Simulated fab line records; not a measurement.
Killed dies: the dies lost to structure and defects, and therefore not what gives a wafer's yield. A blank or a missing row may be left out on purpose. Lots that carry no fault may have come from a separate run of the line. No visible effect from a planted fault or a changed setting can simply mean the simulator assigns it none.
The tool behind it: which one? || flow sky130 || 11 lots, 33 wafers sampled, at 5 steps of a route of 708

== WHAT EACH GAUGE READ, for each wafer ==
SKY_POLY_CUT_OVL_MEAS_09. Usual: POLY_CUT_OVL gives -3 nm (standard deviation 5.3).
{"lot": "L510", "measured": "day 24 03:16", "on": "overlay-01", "POLY_CUT_OVL (nm)": "-2 -1 -3", "flag": ""}
{"lot": "L511", "measured": "day 24 21:05", "on": "overlay-02", "POLY_CUT_OVL (nm)": "-4 -1 0", "flag": ""}
{"lot": "L512", "measured": "day 25 04:38", "on": "overlay-02", "POLY_CUT_OVL (nm)": "-4 -11 -5", "flag": ""}
{"lot": "L514", "measured": "day 25 19:22", "on": "overlay-01", "POLY_CUT_OVL (nm)": "-8 -6 -3", "flag": ""}
{"lot": "L515", "measured": "day 26 08:23", "on": "overlay-01", "POLY_CUT_OVL (nm)": "6 8 8", "flag": ""}
{"lot": "L516", "measured": "day 26 11:10", "on": "overlay-01", "POLY_CUT_OVL (nm)": "-8 -5 -5", "flag": ""}
{"lot": "L519", "measured": "day 27 13:17", "on": "overlay-02", "POLY_CUT_OVL (nm)": "1 6 -2", "flag": ""}
{"lot": "L525", "measured": "day 29 13:28", "on": "overlay-01", "POLY_CUT_OVL (nm)": "3 -1 -6", "flag": ""}
{"lot": "L528", "measured": "day 30 18:56", "on": "overlay-01", "POLY_CUT_OVL (nm)": "-7 -8 -5", "flag": ""}
{"lot": "L529", "measured": "day 31 06:29", "on": "overlay-01", "POLY_CUT_OVL (nm)": "-2 -3 1", "flag": ""}
{"lot": "L531", "measured": "day 31 11:26", "on": "overlay-02", "POLY_CUT_OVL (nm)": "-2 -6 -1", "flag": ""}

SKY_CAPM_THK_MEAS_01. Usual: CAPM_CVD_00_THK gives 15.57 nm (standard deviation 0.24).
{"lot": "L510", "measured": "day 36 04:52", "on": "film_metro-01", "CAPM_CVD_00_THK (nm)": "15.80 15.95 15.91", "flag": ""}
{"lot": "L511", "measured": "day 36 20:11", "on": "film_metro-02", "CAPM_CVD_00_THK (nm)": "15.37 15.62 15.58", "flag": ""}
{"lot": "L512", "measured": "day 37 01:02", "on": "film_metro-02", "CAPM_CVD_00_THK (nm)": "15.40 15.58 15.67", "flag": ""}
{"lot": "L514", "measured": "day 37 15:53", "on": "film_metro-02", "CAPM_CVD_00_THK (nm)": "15.45 15.40 15.86", "flag": ""}
{"lot": "L515", "measured": "day 38 04:01", "on": "film_metro-02", "CAPM_CVD_00_THK (nm)": "15.43 15.37 15.39", "flag": ""}
{"lot": "L516", "measured": "day 38 05:44", "on": "film_metro-04", "CAPM_CVD_00_THK (nm)": "15.62 16.06 15.93", "flag": ""}
{"lot": "L519", "measured": "day 39 06:35", "on": "film_metro-04", "CAPM_CVD_00_THK (nm)": "15.32 15.38 15.66", "flag": ""}
{"lot": "L525", "measured": "day 41 00:27", "on": "film_metro-01", "CAPM_CVD_00_THK (nm)": "15.58 16.04 27.90", "flag": "OFF"}
{"lot": "L528", "measured": "day 42 04:52", "on": "film_metro-04", "CAPM_CVD_00_THK (nm)": "15.45 15.67 15.62", "flag": ""}
{"lot": "L529", "measured": "day 42 15:36", "on": "film_metro-02", "CAPM_CVD_00_THK (nm)": "15.51 15.46 15.79", "flag": ""}
{"lot": "L531", "measured": "day 42 20:28", "on": "film_metro-04", "CAPM_CVD_00_THK (nm)": "15.08 15.49 15.39", "flag": ""}

== WHAT TOOL EACH LOT RAN ON (gives the tool, then ch and the chambers of the sampled wafers, and finally the start) ==
{"lot": "L510", "SKY_POLY_CUT_STRIP_12": "plasma_asher-01 ch 0,1, day 24 03:23", "SKY_SD_N_RTA_14": "rtp_anneal-02 ch 0, day 27 20:20", "SKY_CAPM_CVD_00": "pecvd-03 ch 1,2, day 36 04:51"}
{"lot": "L511", "SKY_POLY_CUT_STRIP_12": "plasma_asher-04 ch 0,1, day 24 21:13", "SKY_SD_N_RTA_14": "rtp_anneal-01 ch 0, day 28 13:18", "SKY_CAPM_CVD_00": "pecvd-01 ch 0,1,2, day 36 20:10"}
{"lot": "L512", "SKY_POLY_CUT_STRIP_12": "plasma_asher-02 ch 0,1, day 25 04:45", "SKY_SD_N_RTA_14": "rtp_anneal-02 ch 0, day 28 19:14", "SKY_CAPM_CVD_00": "pecvd-03 ch 0,1,2, day 37 01:01"}
{"lot": "L514", "SKY_POLY_CUT_STRIP_12": "plasma_asher-01 ch 0, day 25 19:29", "SKY_SD_N_RTA_14": "rtp_anneal-02 ch 0, day 29 11:29", "SKY_CAPM_CVD_00": "pecvd-01 ch 1,2, day 37 15:52"}
{"lot": "L515", "SKY_POLY_CUT_STRIP_12": "plasma_asher-02 ch 1, day 26 08:29", "SKY_SD_N_RTA_14": "rtp_anneal-01 ch 0, day 29 23:20", "SKY_CAPM_CVD_00": "pecvd-02 ch 0,1, day 38 03:59"}
{"lot": "L516", "SKY_POLY_CUT_STRIP_12": "plasma_asher-04 ch 0,1, day 26 11:17", "SKY_SD_N_RTA_14": "rtp_anneal-01 ch 0, day 30 01:39", "SKY_CAPM_CVD_00": "pecvd-01 ch 0,1, day 38 05:42"}
{"lot": "L519", "SKY_POLY_CUT_STRIP_12": "plasma_asher-02 ch 0,1, day 27 13:25", "SKY_SD_N_RTA_14": "rtp_anneal-02 ch 0, day 31 01:50", "SKY_CAPM_CVD_00": "pecvd-03 ch 0,1,2, day 39 06:33"}
{"lot": "L525", "SKY_POLY_CUT_STRIP_12": "plasma_asher-04 ch 0,1, day 29 13:35", "SKY_SD_N_RTA_14": "rtp_anneal-02 ch 0, day 32 20:28", "SKY_CAPM_CVD_00": "pecvd-03 ch 0,1,2, day 41 00:26"}
{"lot": "L528", "SKY_POLY_CUT_STRIP_12": "plasma_asher-01 ch 0,1, day 30 19:04", "SKY_SD_N_RTA_14": "rtp_anneal-02 ch 0, day 34 01:44", "SKY_CAPM_CVD_00": "pecvd-01 ch 0,1, day 42 04:50"}
{"lot": "L529", "SKY_POLY_CUT_STRIP_12": "plasma_asher-01 ch 0,1, day 31 06:37", "SKY_SD_N_RTA_14": "rtp_anneal-02 ch 0, day 34 13:10", "SKY_CAPM_CVD_00": "pecvd-02 ch 1,2, day 42 15:35"}
{"lot": "L531", "SKY_POLY_CUT_STRIP_12": "plasma_asher-02 ch 0,1, day 31 11:34", "SKY_SD_N_RTA_14": "rtp_anneal-02 ch 0, day 34 17:50", "SKY_CAPM_CVD_00": "pecvd-01 ch 0,1, day 42 20:26"}
- SKY_POLY_CUT_STRIP_12: strips in O2/N2.
- SKY_SD_N_RTA_14: time 2 s.
- SKY_CAPM_CVD_00: deposits SiO2, target thk 15.5 nm.

== WHAT THE TOOLS THEMSELVES READ (means of the sampled wafers that have a number; where no wafer has one, the mark that the record gives instead) ==
SKY_POLY_CUT_STRIP_12. Usual: drypump_motor_current_A 5.7 A, standard deviation 0.53; n2_flow_sccm 299.9 sccm, standard deviation 0.86; oes_product_au 0.452 a.u., standard deviation 0.0043; strip_time_to_endpoint_s 5.357 s, standard deviation 0.019.
{"lot": "L510", "tool": "plasma_asher-01", "drypump_motor_current_A (A)": 5.5, "n2_flow_sccm (sccm)": 299.3, "oes_product_au (a.u.)": 0.452, "strip_time_to_endpoint_s (s)": 5.352, "flag": ""}
{"lot": "L511", "tool": "plasma_asher-04", "drypump_motor_current_A (A)": 5.5, "n2_flow_sccm (sccm)": 299.2, "oes_product_au (a.u.)": 0.452, "strip_time_to_endpoint_s (s)": 5.355, "flag": ""}
{"lot": "L512", "tool": "plasma_asher-02", "drypump_motor_current_A (A)": 5.7, "n2_flow_sccm (sccm)": 301.1, "oes_product_au (a.u.)": 0.454, "strip_time_to_endpoint_s (s)": 5.357, "flag": ""}
{"lot": "L514", "tool": "plasma_asher-01", "drypump_motor_current_A (A)": 6.4, "n2_flow_sccm (sccm)": 300.5, "oes_product_au (a.u.)": 0.451, "strip_time_to_endpoint_s (s)": 5.365, "flag": ""}
{"lot": "L515", "tool": "plasma_asher-02", "drypump_motor_current_A (A)": 5.4, "n2_flow_sccm (sccm)": 299.5, "oes_product_au (a.u.)": 0.454, "strip_time_to_endpoint_s (s)": 5.339, "flag": ""}
{"lot": "L516", "tool": "plasma_asher-04", "drypump_motor_current_A (A)": 5.8, "n2_flow_sccm (sccm)": 300.3, "oes_product_au (a.u.)": 0.450, "strip_time_to_endpoint_s (s)": 5.365, "flag": ""}
{"lot": "L519", "tool": "plasma_asher-02", "drypump_motor_current_A (A)": 5.7, "n2_flow_sccm (sccm)": 299.1, "oes_product_au (a.u.)": 0.454, "strip_time_to_endpoint_s (s)": 5.389, "flag": ""}
{"lot": "L525", "tool": "plasma_asher-04", "drypump_motor_current_A (A)": 5.8, "n2_flow_sccm (sccm)": 300.4, "oes_product_au (a.u.)": 0.449, "strip_time_to_endpoint_s (s)": 5.366, "flag": ""}
{"lot": "L528", "tool": "plasma_asher-01", "drypump_motor_current_A (A)": 5.9, "n2_flow_sccm (sccm)": 300.7, "oes_product_au (a.u.)": 0.452, "strip_time_to_endpoint_s (s)": 5.359, "flag": ""}
{"lot": "L529", "tool": "plasma_asher-01", "drypump_motor_current_A (A)": 5.9, "n2_flow_sccm (sccm)": 300.1, "oes_product_au (a.u.)": 0.451, "strip_time_to_endpoint_s (s)": 5.355, "flag": ""}
{"lot": "L531", "tool": "plasma_asher-02", "drypump_motor_current_A (A)": 5.7, "n2_flow_sccm (sccm)": 299.8, "oes_product_au (a.u.)": 0.455, "strip_time_to_endpoint_s (s)": 5.353, "flag": ""}

SKY_SD_N_RTA_14. Usual: lamp_power_pct 15.74 %, standard deviation 0.053; wafer_temp_C_max 1078.2, standard deviation 1.3.
{"lot": "L510", "tool": "rtp_anneal-02", "lamp_power_pct (%)": 15.72, "wafer_temp_C_max": 1079.1, "flag": ""}
{"lot": "L511", "tool": "rtp_anneal-01", "lamp_power_pct (%)": 15.77, "wafer_temp_C_max": 1078.3, "flag": ""}
{"lot": "L512", "tool": "rtp_anneal-02", "lamp_power_pct (%)": 15.74, "wafer_temp_C_max": 1076.4, "flag": ""}
{"lot": "L514", "tool": "rtp_anneal-02", "lamp_power_pct (%)": 15.78, "wafer_temp_C_max": 1078.4, "flag": ""}
{"lot": "L515", "tool": "rtp_anneal-01", "lamp_power_pct (%)": 15.76, "wafer_temp_C_max": 1079.0, "flag": ""}
{"lot": "L516", "tool": "rtp_anneal-01", "lamp_power_pct (%)": 15.72, "wafer_temp_C_max": 1077.7, "flag": ""}
{"lot": "L519", "tool": "rtp_anneal-02", "lamp_power_pct (%)": 15.71, "wafer_temp_C_max": 1078.7, "flag": ""}
{"lot": "L525", "tool": "rtp_anneal-02", "lamp_power_pct (%)": 15.73, "wafer_temp_C_max": 1078.3, "flag": ""}
{"lot": "L528", "tool": "rtp_anneal-02", "lamp_power_pct (%)": 15.73, "wafer_temp_C_max": 1078.6, "flag": ""}
{"lot": "L529", "tool": "rtp_anneal-02", "lamp_power_pct (%)": 15.74, "wafer_temp_C_max": 1077.6, "flag": ""}
{"lot": "L531", "tool": "rtp_anneal-02", "lamp_power_pct (%)": 15.77, "wafer_temp_C_max": 1079.2, "flag": ""}

SKY_CAPM_CVD_00. Usual: heater_power_w 686 W, standard deviation 110; rf_fwd_power_W 441.3 W, standard deviation 2.3.
{"lot": "L510", "tool": "pecvd-03", "heater_power_w (W)": 579, "rf_fwd_power_W (W)": 442.8, "flag": ""}
{"lot": "L511", "tool": "pecvd-01", "heater_power_w (W)": 620, "rf_fwd_power_W (W)": 442.2, "flag": ""}
{"lot": "L512", "tool": "pecvd-03", "heater_power_w (W)": 617, "rf_fwd_power_W (W)": 441.2, "flag": ""}
{"lot": "L514", "tool": "pecvd-01", "heater_power_w (W)": 629, "rf_fwd_power_W (W)": 440.6, "flag": ""}
{"lot": "L515", "tool": "pecvd-02", "heater_power_w (W)": 852, "rf_fwd_power_W (W)": 440.4, "flag": ""}
{"lot": "L516", "tool": "pecvd-01", "heater_power_w (W)": 542, "rf_fwd_power_W (W)": 442.1, "flag": ""}
{"lot": "L519", "tool": "pecvd-03", "heater_power_w (W)": 680, "rf_fwd_power_W (W)": 442.5, "flag": ""}
{"lot": "L525", "tool": "pecvd-03", "heater_power_w (W)": 644, "rf_fwd_power_W (W)": 440.3, "flag": ""}
{"lot": "L528", "tool": "pecvd-01", "heater_power_w (W)": 570, "rf_fwd_power_W (W)": 441.7, "flag": ""}
{"lot": "L529", "tool": "pecvd-02", "heater_power_w (W)": 812, "rf_fwd_power_W (W)": 443.6, "flag": ""}
{"lot": "L531", "tool": "pecvd-01", "heater_power_w (W)": 582, "rf_fwd_power_W (W)": 440.3, "flag": ""}

== THE ANSWER, worked out from the rows above alone ==
Rule: a lot counts as off when the mean over its wafers that have a number is more than 3 standard deviations away from the usual mean. A lot without any number at a reading at which 4 lots or more have one is off too. All remaining lots with rows at the step are treated as sound. First the gauges in route order, then the tools' own readings, where a lot's mean is used as printed above. The first step at which some lot is off is used, and at that step the reading that is off furthest; a lot without a number counts as furthest.
Off: L525, at SKY_CAPM_THK_MEAS_01 (CAPM_CVD_00_THK).
If a tool, at a process step before that reading, ran all the lots that are off and no sound lot after the first of them, it fits. The gauges at SKY_CAPM_THK_MEAS_01 are tried like those tools. Can't be told from this: 3 tools fit, plasma_asher-04 at SKY_POLY_CUT_STRIP_12, pecvd-03 at SKY_CAPM_CVD_00, film_metro-01 at SKY_CAPM_THK_MEAS_01.

== WHAT THE SIMULATOR HAD INSERTED ==
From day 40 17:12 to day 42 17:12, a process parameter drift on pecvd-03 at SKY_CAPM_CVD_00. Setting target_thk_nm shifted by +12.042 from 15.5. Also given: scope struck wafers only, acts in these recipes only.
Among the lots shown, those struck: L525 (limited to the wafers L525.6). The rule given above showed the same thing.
